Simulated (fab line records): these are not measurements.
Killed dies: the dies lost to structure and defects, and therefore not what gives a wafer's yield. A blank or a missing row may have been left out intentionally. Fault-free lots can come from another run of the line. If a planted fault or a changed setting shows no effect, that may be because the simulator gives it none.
fab line records / flow sky130
[record] lots = 6 wafers = 18 lastDay = 49
route steps=708 shown LDD_HVN@272 LDD_HVP@278 PAD_OPEN@708
lots that met no fault: taken from a fault-free run of the same line
startH: start of the lot's first displayed wafer, in hours after the record's first day / waitH: how many hours have passed since the lot's step before this one / " repeats the value in the row above / L1.1+2: a row that stands for several wafers / - either no value or no given start / * or withheld: withheld / < > ~ a bound
route shown NAME@n: NAME is a module with steps in the file, n the number in the route of the first one / usual: mean and standard deviation over wafers with no fault / same: alike in all rows / chamber/n: place in a boat / sites: each site's reading / _std_site: the standard deviation of these / _edge_site: outer sites' mean less inner sites' / radiusMm: how far each site lies from the wafer's centre / mask NAME#n: copy n / behind: the last tool/chamber to shape the wafer / hold: why the lot was held/for how many hours/how that ended / device: the n, p or np transistor that did not switch / end of line: tests of these same wafers at the route's end / a step given without rows: its recipe and nothing more / killed: count of dies lost to structure and defects at first sort (not the wafer's yield) / map: a wafer's dies, x killed, . not, _ none there
set.NAME: setting as actually run; set.NAME@STEP: the setting as run at that earlier step / model.NAME: the simulator's own value behind a step, which no gauge read
a table for each step, a row for each wafer; lots at some steps of the route
services: a tool's chamber out of use, with start hour (startH, from the record's first day; less than 0 if before it), hours out, and reason
[[steps]]
[step SKY_LDD_HVN_PEB_05]
[recipe] tempC = withheld timeS = * resist = NOVOLAK
[step SKY_LDD_HVN_DEVELOP_06]
[recipe] resist = NOVOLAK developer = TMAH developTimeS = 60 devTempC = 23
[step SKY_LDD_HVN_OVL_MEAS_07]
[usual] LDD_HVN_OVL = 1.1/1.4
lot.wafer=L305.2 tool=overlay-02 chamber=- startH=468.19 waitH=0.1 LDD_HVN_OVL[nm]=2.3
lot.wafer=L305.5 tool=overlay-02 chamber=- startH=468.19 waitH=0.1 LDD_HVN_OVL[nm]=2.9
lot.wafer=L305.6 tool=overlay-02 chamber=- startH=468.19 waitH=0.1 LDD_HVN_OVL[nm]=0.9
lot.wafer=L315.3 tool=overlay-01 chamber=- startH=567.09 waitH=0.1 LDD_HVN_OVL[nm]=1.8
lot.wafer=L315.4 tool=overlay-01 chamber=- startH=567.09 waitH=0.1 LDD_HVN_OVL[nm]=0.9
lot.wafer=L315.5 tool=overlay-01 chamber=- startH=567.09 waitH=0.1 LDD_HVN_OVL[nm]=-1.4
lot.wafer=L320.1 tool=overlay-02 chamber=- startH=596.68 waitH=0.1 LDD_HVN_OVL[nm]=-1.0
lot.wafer=L320.4 tool=overlay-02 chamber=- startH=596.68 waitH=0.1 LDD_HVN_OVL[nm]=-0.2
lot.wafer=L320.5 tool=overlay-02 chamber=- startH=596.68 waitH=0.1 LDD_HVN_OVL[nm]=-0.4
lot.wafer=L321.3 tool=overlay-01 chamber=- startH=609.49 waitH=0.1 LDD_HVN_OVL[nm]=1.3
lot.wafer=L321.5 tool=overlay-01 chamber=- startH=609.49 waitH=0.1 LDD_HVN_OVL[nm]=1.0
lot.wafer=L321.6 tool=overlay-01 chamber=- startH=609.49 waitH=0.1 LDD_HVN_OVL[nm]=2.6
lot.wafer=L324.3 tool=overlay-01 chamber=- startH=635.80 waitH=0.1 LDD_HVN_OVL[nm]=3.1
lot.wafer=L324.4 tool=overlay-01 chamber=- startH=635.80 waitH=0.1 LDD_HVN_OVL[nm]=1.5
lot.wafer=L324.5 tool=overlay-01 chamber=- startH=635.80 waitH=0.1 LDD_HVN_OVL[nm]=2.0
lot.wafer=L326.1 tool=overlay-02 chamber=- startH=643.73 waitH=0.1 LDD_HVN_OVL[nm]=1.8
lot.wafer=L326.3 tool=overlay-02 chamber=- startH=643.73 waitH=0.1 LDD_HVN_OVL[nm]=1.6
lot.wafer=L326.6 tool=overlay-02 chamber=- startH=643.73 waitH=0.1 LDD_HVN_OVL[nm]=2.0
[step SKY_LDD_HVN_IMPLANT_08]
[recipe] species = P energyKev = 60 doseCm2 = 3e+13 tiltDeg = 40
[step SKY_LDD_HVN_STRIP_09]
[recipe] chemistry = O2/N2 powerW = 1400 pressureMtorr = 1500 platenTempC = withheld o2FlowSccm = 3000 n2FlowSccm = 300 overashFraction = 0.5
[usual] drypumpMotorCurrentA = 5.6/0.37 oesProductAu = 0.408/0.0044 stripTimeToEndpointS = 4.142/0.013
lot.wafer=L305.2 tool=plasmaAsher-02 chamber=0 startH=468.37 waitH=0.1 drypumpMotorCurrentA=5.1 oesProductAu=0.407 rfHoursCounterH=64 stripTimeToEndpointS=4.132
lot.wafer=L305.5 tool=plasmaAsher-02 chamber=0 startH=468.37 waitH=0.1 drypumpMotorCurrentA=5.1 oesProductAu=0.398 rfHoursCounterH=- stripTimeToEndpointS=4.123
lot.wafer=L305.6 tool=plasmaAsher-02 chamber=1 startH=468.37 waitH=0.1 drypumpMotorCurrentA=5.9 oesProductAu=0.404 rfHoursCounterH=- stripTimeToEndpointS=4.152
lot.wafer=L315.3 tool=plasmaAsher-02 chamber=1 startH=567.30 waitH=0.1 drypumpMotorCurrentA=5.9 oesProductAu=0.409 rfHoursCounterH=- stripTimeToEndpointS=4.141
lot.wafer=L315.4 tool=plasmaAsher-02 chamber=0 startH=567.30 waitH=0.1 drypumpMotorCurrentA=5.1 oesProductAu=0.408 rfHoursCounterH=- stripTimeToEndpointS=4.132
lot.wafer=L315.5 tool=plasmaAsher-02 chamber=0 startH=567.30 waitH=0.1 drypumpMotorCurrentA=5.1 oesProductAu=0.406 rfHoursCounterH=- stripTimeToEndpointS=4.128
lot.wafer=L320.1 tool=plasmaAsher-01 chamber=1 startH=596.87 waitH=0.1 drypumpMotorCurrentA=6.2 oesProductAu=0.408 rfHoursCounterH=47 stripTimeToEndpointS=4.160
lot.wafer=L320.4 tool=plasmaAsher-01 chamber=1 startH=596.87 waitH=0.1 drypumpMotorCurrentA=6.2 oesProductAu=0.398 rfHoursCounterH=- stripTimeToEndpointS=4.138
lot.wafer=L320.5 tool=plasmaAsher-01 chamber=1 startH=596.87 waitH=0.1 drypumpMotorCurrentA=6.2 oesProductAu=0.414 rfHoursCounterH=- stripTimeToEndpointS=4.159
lot.wafer=L321.3 tool=plasmaAsher-02 chamber=0 startH=609.70 waitH=0.1 drypumpMotorCurrentA=5.1 oesProductAu=0.410 rfHoursCounterH=- stripTimeToEndpointS=4.144
lot.wafer=L321.5 tool=plasmaAsher-02 chamber=0 startH=609.70 waitH=0.1 drypumpMotorCurrentA=5.1 oesProductAu=0.404 rfHoursCounterH=- stripTimeToEndpointS=4.159
lot.wafer=L321.6 tool=plasmaAsher-02 chamber=1 startH=609.70 waitH=0.1 drypumpMotorCurrentA=5.9 oesProductAu=0.410 rfHoursCounterH=- stripTimeToEndpointS=4.155
lot.wafer=L324.3 tool=plasmaAsher-03 chamber=0 startH=636.00 waitH=0.1 drypumpMotorCurrentA=5.8 oesProductAu=0.406 rfHoursCounterH=- stripTimeToEndpointS=4.156
lot.wafer=L324.4 tool=plasmaAsher-03 chamber=1 startH=636.00 waitH=0.1 drypumpMotorCurrentA=5.5 oesProductAu=0.407 rfHoursCounterH=- stripTimeToEndpointS=4.147
lot.wafer=L324.5 tool=plasmaAsher-03 chamber=0 startH=636.00 waitH=0.1 drypumpMotorCurrentA=5.8 oesProductAu=0.410 rfHoursCounterH=- stripTimeToEndpointS=4.152
lot.wafer=L326.1 tool=plasmaAsher-01 chamber=0 startH=643.92 waitH=0.1 drypumpMotorCurrentA=5.2 oesProductAu=0.409 rfHoursCounterH=51 stripTimeToEndpointS=4.171
lot.wafer=L326.3 tool=plasmaAsher-01 chamber=1 startH=643.92 waitH=0.1 drypumpMotorCurrentA=6.2 oesProductAu=0.404 rfHoursCounterH=- stripTimeToEndpointS=4.158
lot.wafer=L326.6 tool=plasmaAsher-01 chamber=0 startH=643.92 waitH=0.1 drypumpMotorCurrentA=5.2 oesProductAu=0.404 rfHoursCounterH=- stripTimeToEndpointS=4.138
[step SKY_LDD_HVN_TW_MEAS_10]
[usual] LDD_HVN_TW = 1428/8.4
lot.wafer=L305.2 tool=filmMetro-04 chamber=- startH=468.48 waitH=0.1 LDD_HVN_TW=1424
lot.wafer=L305.5 tool=filmMetro-04 chamber=- startH=468.48 waitH=0.1 LDD_HVN_TW=1429
lot.wafer=L305.6 tool=filmMetro-04 chamber=- startH=468.48 waitH=0.1 LDD_HVN_TW=1415
lot.wafer=L315.3 tool=filmMetro-04 chamber=- startH=567.39 waitH=0.1 LDD_HVN_TW=1416
lot.wafer=L315.4 tool=filmMetro-04 chamber=- startH=567.39 waitH=0.1 LDD_HVN_TW=1410
lot.wafer=L315.5 tool=filmMetro-04 chamber=- startH=567.39 waitH=0.1 LDD_HVN_TW=1413
lot.wafer=L320.1 tool=filmMetro-01 chamber=- startH=596.97 waitH=0.1 LDD_HVN_TW=1430
lot.wafer=L320.4 tool=filmMetro-01 chamber=- startH=596.97 waitH=0.1 LDD_HVN_TW=1437
lot.wafer=L320.5 tool=filmMetro-01 chamber=- startH=596.97 waitH=0.1 LDD_HVN_TW=1437
lot.wafer=L321.3 tool=filmMetro-02 chamber=- startH=609.80 waitH=0.1 LDD_HVN_TW=1438
lot.wafer=L321.5 tool=filmMetro-02 chamber=- startH=609.80 waitH=0.1 LDD_HVN_TW=1436
lot.wafer=L321.6 tool=filmMetro-02 chamber=- startH=609.80 waitH=0.1 LDD_HVN_TW=1430
lot.wafer=L324.3 tool=filmMetro-01 chamber=- startH=636.09 waitH=0.1 LDD_HVN_TW=1445
lot.wafer=L324.4 tool=filmMetro-01 chamber=- startH=636.09 waitH=0.1 LDD_HVN_TW=1442
lot.wafer=L324.5 tool=filmMetro-01 chamber=- startH=636.09 waitH=0.1 LDD_HVN_TW=1434
lot.wafer=L326.1 tool=filmMetro-01 chamber=- startH=644.02 waitH=0.1 LDD_HVN_TW=1445
lot.wafer=L326.3 tool=filmMetro-01 chamber=- startH=644.02 waitH=0.1 LDD_HVN_TW=1435
lot.wafer=L326.6 tool=filmMetro-01 chamber=- startH=644.02 waitH=0.1 LDD_HVN_TW=1433
[step SKY_LDD_HVP_DEHYDRATE_00]
[recipe] tempC = 200 timeS = 60
[step SKY_LDD_HVP_HMDS_01]
[recipe] primeTimeS = 60 primeTempC = 120
[step SKY_LDD_HVP_COAT_02]
[recipe] resist = NOVOLAK spinRpm = 3000 resistThkNm = 300
[step SKY_LDD_HVP_SOFTBAKE_03]
[recipe] tempC = 90 timeS = 60 resist = NOVOLAK
[step SKY_LDD_HVP_EXPOSE_04]
[recipe] maskId = HVPTM na = 0.6 sourceShape = conventional sigmaOuter = 0.6 polarization = unpolarized targetCdNm = 700 doseMj = 86
[step SKY_LDD_HVP_PEB_05]
[recipe] tempC = withheld timeS = * resist = NOVOLAK
[step SKY_LDD_HVP_DEVELOP_06]
[recipe] resist = NOVOLAK developer = TMAH developTimeS = 60 devTempC = 23
[usual] developerTempC = 23.00/0.11
lot.wafer=L305.2 tool=lithoTrack-03 chamber=0 startH=498.91 waitH=0.1 developerTempC=22.92
lot.wafer=L305.5 tool=lithoTrack-03 chamber=0 startH=498.91 waitH=0.1 developerTempC=22.82
lot.wafer=L305.6 tool=lithoTrack-03 chamber=0 startH=498.91 waitH=0.1 developerTempC=22.94
lot.wafer=L315.3 tool=lithoTrack-04 chamber=0 startH=596.18 waitH=0.1 developerTempC=22.90
lot.wafer=L315.4 tool=lithoTrack-04 chamber=0 startH=596.18 waitH=0.1 developerTempC=22.91
lot.wafer=L315.5 tool=lithoTrack-04 chamber=0 startH=596.18 waitH=0.1 developerTempC=23.24
lot.wafer=L320.1 tool=lithoTrack-04 chamber=0 startH=625.53 waitH=0.1 developerTempC=23.98
lot.wafer=L320.4 tool=lithoTrack-04 chamber=0 startH=625.53 waitH=0.1 developerTempC=23.95
lot.wafer=L320.5 tool=lithoTrack-04 chamber=0 startH=625.53 waitH=0.1 developerTempC=23.88
lot.wafer=L321.3 tool=lithoTrack-04 chamber=0 startH=638.23 waitH=0.1 developerTempC=24.03
lot.wafer=L321.5 tool=lithoTrack-04 chamber=0 startH=638.23 waitH=0.1 developerTempC=23.99
lot.wafer=L321.6 tool=lithoTrack-04 chamber=0 startH=638.23 waitH=0.1 developerTempC=23.96
lot.wafer=L324.3 tool=lithoTrack-03 chamber=0 startH=663.98 waitH=0.1 developerTempC=23.32
lot.wafer=L324.4 tool=lithoTrack-03 chamber=0 startH=663.98 waitH=0.1 developerTempC=23.20
lot.wafer=L324.5 tool=lithoTrack-03 chamber=0 startH=663.98 waitH=0.1 developerTempC=23.18
lot.wafer=L326.1 tool=lithoTrack-02 chamber=0 startH=671.83 waitH=0.1 developerTempC=23.05
lot.wafer=L326.3 tool=lithoTrack-02 chamber=0 startH=671.83 waitH=0.1 developerTempC=23.06
lot.wafer=L326.6 tool=lithoTrack-02 chamber=0 startH=671.83 waitH=0.1 developerTempC=22.96
[step SKY_LDD_HVP_OVL_MEAS_07]
[usual] LDD_HVP_OVL = 1.0/1.2
lot.wafer=L305.2 tool=overlay-01 chamber=- startH=499.04 waitH=0.1 LDD_HVP_OVL[nm]=0.7
lot.wafer=L305.5 tool=overlay-01 chamber=- startH=499.04 waitH=0.1 LDD_HVP_OVL[nm]=1.3
lot.wafer=L305.6 tool=overlay-01 chamber=- startH=499.04 waitH=0.1 LDD_HVP_OVL[nm]=3.3
lot.wafer=L315.3 tool=overlay-01 chamber=- startH=596.30 waitH=0.1 LDD_HVP_OVL[nm]=-0.5
lot.wafer=L315.4 tool=overlay-01 chamber=- startH=596.30 waitH=0.1 LDD_HVP_OVL[nm]=1.9
lot.wafer=L315.5 tool=overlay-01 chamber=- startH=596.30 waitH=0.1 LDD_HVP_OVL[nm]=1.1
lot.wafer=L320.1 tool=overlay-02 chamber=- startH=625.68 waitH=0.1 LDD_HVP_OVL[nm]=1.8
lot.wafer=L320.4 tool=overlay-02 chamber=- startH=625.68 waitH=0.1 LDD_HVP_OVL[nm]=0.8
lot.wafer=L320.5 tool=overlay-02 chamber=- startH=625.68 waitH=0.1 LDD_HVP_OVL[nm]=0.1
lot.wafer=L321.3 tool=overlay-02 chamber=- startH=638.35 waitH=0.1 LDD_HVP_OVL[nm]=0.7
lot.wafer=L321.5 tool=overlay-02 chamber=- startH=638.35 waitH=0.1 LDD_HVP_OVL[nm]=3.0
lot.wafer=L321.6 tool=overlay-02 chamber=- startH=638.35 waitH=0.1 LDD_HVP_OVL[nm]=1.7
lot.wafer=L324.3 tool=overlay-02 chamber=- startH=664.09 waitH=0.1 LDD_HVP_OVL[nm]=-1.1
lot.wafer=L324.4 tool=overlay-02 chamber=- startH=664.09 waitH=0.1 LDD_HVP_OVL[nm]=1.0
lot.wafer=L324.5 tool=overlay-02 chamber=- startH=664.09 waitH=0.1 LDD_HVP_OVL[nm]=-0.4
lot.wafer=L326.1 tool=overlay-02 chamber=- startH=671.98 waitH=0.1 LDD_HVP_OVL[nm]=-2.2
lot.wafer=L326.3 tool=overlay-02 chamber=- startH=671.98 waitH=0.1 LDD_HVP_OVL[nm]=0.2
lot.wafer=L326.6 tool=overlay-02 chamber=- startH=671.98 waitH=0.1 LDD_HVP_OVL[nm]=1.8
[step SKY_PAD_OPEN_PROBE_99]
[usual] killed_at_M0_to_M3 = 44/6.6 killed_at_M4_up = 2.9/1.8 killedAtContacts = 24/4.8 killedAtFrontEnd = 15/4.5 killedAtOther = 0.3/0.64 killedDies = 86/8.7 killedOpen = 47/6.5 killedShort = 39/5.8
[same] grossDies = 492 killedAtBackSide = 0
lot.wafer=L320.1 tool=prober-01 chamber=- startH=1159.90 waitH=0.1 killed_at_M0_to_M3=47 killed_at_M4_up=1 killedAtContacts=17 killedAtFrontEnd=12 killedAtOther=0 killedDies=77 killedOpen=38 killedShort=39
lot.wafer=L320.4 tool=prober-01 chamber=- startH=1160.05 waitH=0.2 killed_at_M0_to_M3=48 killed_at_M4_up=4 killedAtContacts=26 killedAtFrontEnd=15 killedAtOther=1 killedDies=94 killedOpen=50 killedShort=42
lot.wafer=L320.5 tool=prober-01 chamber=- startH=1160.10 waitH=0.2 killed_at_M0_to_M3=38 killed_at_M4_up=3 killedAtContacts=21 killedAtFrontEnd=19 killedAtOther=0 killedDies=81 killedOpen=39 killedShort=41
// killed by level:class
L320.1 VIA1:geometricParticle:open=9 METAL1:geometricParticle:short=9 VIA2:geometricParticle:open=7 CONTACT:geometricParticle:short=5 VIA3:geometricParticle:open=5 LOCAL_INTERCONNECT:geometricParticle:short=4 VIA3:geometricParticle:short=4 LI_CONTACT:geometricParticle:open=3
L320.4 VIA1:geometricParticle:open=14 VIA3:geometricParticle:open=9 LI_CONTACT:geometricParticle:open=8 METAL2:geometricParticle:short=6 LOCAL_INTERCONNECT:geometricParticle:short=6 CONTACT:geometricParticle:open=5 METAL1:geometricParticle:short=5 FIELD_ISO:geometricParticle:open=4
L320.5 VIA1:geometricParticle:open=7 LI_CONTACT:geometricParticle:open=6 LOCAL_INTERCONNECT:geometricParticle:short=6 POLY_GATE:geometricParticle:short=5 CONTACT:geometricParticle:open=5 VIA1:geometricParticle:short=5 POLY_GATE:geometricParticle:open=4 METAL1:geometricParticle:short=4
[[services]]
tool=plasmaAsher-01 chamber=- startH=463.94 hours=14.6 kind=pm
tool=plasmaAsher-02 chamber=- startH=494.49 hours=1.0 kind=repair
tool=plasmaAsher-03 chamber=- startH=511.79 hours=0.8 kind=repair
tool=plasmaAsher-03 chamber=- startH=536.27 hours=0.7 kind=repair
tool=plasmaAsher-03 chamber=- startH=545.70 hours=4.1 kind=repair
tool=plasmaAsher-03 chamber=- startH=553.89 hours=0.9 kind=repair
tool=plasmaAsher-02 chamber=- startH=605.98 hours=1.0 kind=repair
tool=plasmaAsher-01 chamber=- startH=611.45 hours=6.5 kind=repair
tool=plasmaAsher-01 chamber=- startH=667.50 hours=5.7 kind=repair
[[key]]
[firstSign] step = SKY_LDD_HVP_DEVELOP_06 reading = developerTempC direction = up sigmas = 8.4 usual = * struck = *
effect none on later readings
metAt SKY_LDD_HVP_DEVELOP_06
struckWafers L320.1,L320.4,L320.5,L321.3,L321.5,L321.6
testerLeftOut L320,L321
onsetBetween 596.18 625.53
[fault] kind = processParameterDrift tool = lithoTrack-04 chamber = - onsetH = 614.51 steps = SKY_LDD_HVP_DEVELOP_06 channel = devTempC offset = * shape = step endH = 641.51 actsIn = * stated = *
// testerLeftOut: of these lots the tester's yield and bins aren't shown, on N5 and GAA mostly nor the transistor test; their killed dies are dies lost to structure and defects alone, not to doping, threshold or leakage, so they don't give the yield
